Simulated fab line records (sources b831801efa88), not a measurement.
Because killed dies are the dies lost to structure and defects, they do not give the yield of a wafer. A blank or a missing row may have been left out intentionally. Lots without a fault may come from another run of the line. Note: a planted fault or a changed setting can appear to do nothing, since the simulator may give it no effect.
One fault through the eyes of 2 desks / flow gf180mcu / only its own numbers are on each desk; what lay behind them is given at the end

== METROLOGY DESK ==
Means of the sampled wafers that have a number, per lot and without regard to the tool the lot ran on: this is what the gauges read. The brackets show how far a lot's mean lies from the usual mean; more than 4 standard deviations puts the lot out of limits, marked OUT.
Columns: A = CONTACT_W_RS at GF_CONTACT_RS_MEAS_25, usual 0.381 ohm/sq; B = CONTACT_W_THK at GF_CONTACT_THK_MEAS_26, usual 292 nm; C = M1_ALCU_RS at GF_M1_RS_MEAS_05, usual 0.0692 ohm/sq; D = M1_ALCU_THK at GF_M1_THK_MEAS_06, usual 449 nm; E = cd nm at GF_M1_CD_MEAS_14, usual 230.4 nm; F = M1_OVL at GF_M1_OVL_MEAS_15, usual -1 nm
lot=L181; first seen here=day 16 05:07; A=0.384; B=289; C=0.0694; D=447; E=228.6; F=5
lot=L187; first seen here=day 18 22:47; A=0.376; B=293; C=0.0684; D=456; E=230.1; F=-5
lot=L192; first seen here=day 20 05:53; A=0.383; B=294; C=0.0688; D=448; E=228.0; F=-5
lot=L195; first seen here=day 21 10:55; A=0.377; B=294; C=0.0699; D=446; E=232.1; F=-1
lot=L199; first seen here=day 22 13:17; A=0.382; B=294; C=0.0691; D=451; E=230.8; F=-4
lot=L201; first seen here=day 23 05:46; A=0.384; B=287; C=0.0693; D=448; E=230.6; F=4
This desk's verdict: no lot among the 6 shows anything out of limits.

== THE TOOL OWNER'S DESK: pvd sputter-02 ==
The tool's own readings at GF_M1_SPUTTER_02 (material AlCu, target thk 450 nm, time 23.9 s): means of the sampled wafers that have a number, for each lot that ran on this tool. The brackets show how far a lot's mean lies from the usual mean; more than 4 standard deviations puts the lot out of limits, marked OUT.
Columns: A = cathode dc power W at GF_M1_SPUTTER_02, usual 10600 W; B = throttle valve pct at GF_M1_SPUTTER_02, usual 30.0 %
lot=L181; first seen here=day 16 05:44; A=10598; B=29.8
lot=L187; first seen here=day 18 23:23; A=10717 (+56) OUT; B=29.5
lot=L192; first seen here=day 20 07:01; A=10718 (+56) OUT; B=29.4
lot=L201; first seen here=day 23 06:22; A=10601; B=30.0
This desk's verdict: out of limits on L187, L192, starting with L187 at day 18 23:23 (cathode dc power W at GF_M1_SPUTTER_02). L181, L201: within limits.

== BROUGHT TOGETHER ==
At day 18 23:23, on L187, L192, the tool owner's desk was in a position to raise an alarm.
Nothing out of limits was seen by the metrology desk.
The metrology desk holds a record of L187, L192, inside its limits.
All the named lots went through GF_M1_SPUTTER_02 on pvd sputter-02.

== WHAT THE SIMULATOR HAD PUT IN ==
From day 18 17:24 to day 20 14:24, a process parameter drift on pvd sputter-02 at GF_M1_SPUTTER_02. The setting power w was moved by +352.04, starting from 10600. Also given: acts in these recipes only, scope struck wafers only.
Shown lots that were struck: L187, L192.
How many hours passed from the start of the fault until each desk's first out-of-limits reading: the tool owner's desk, 6.
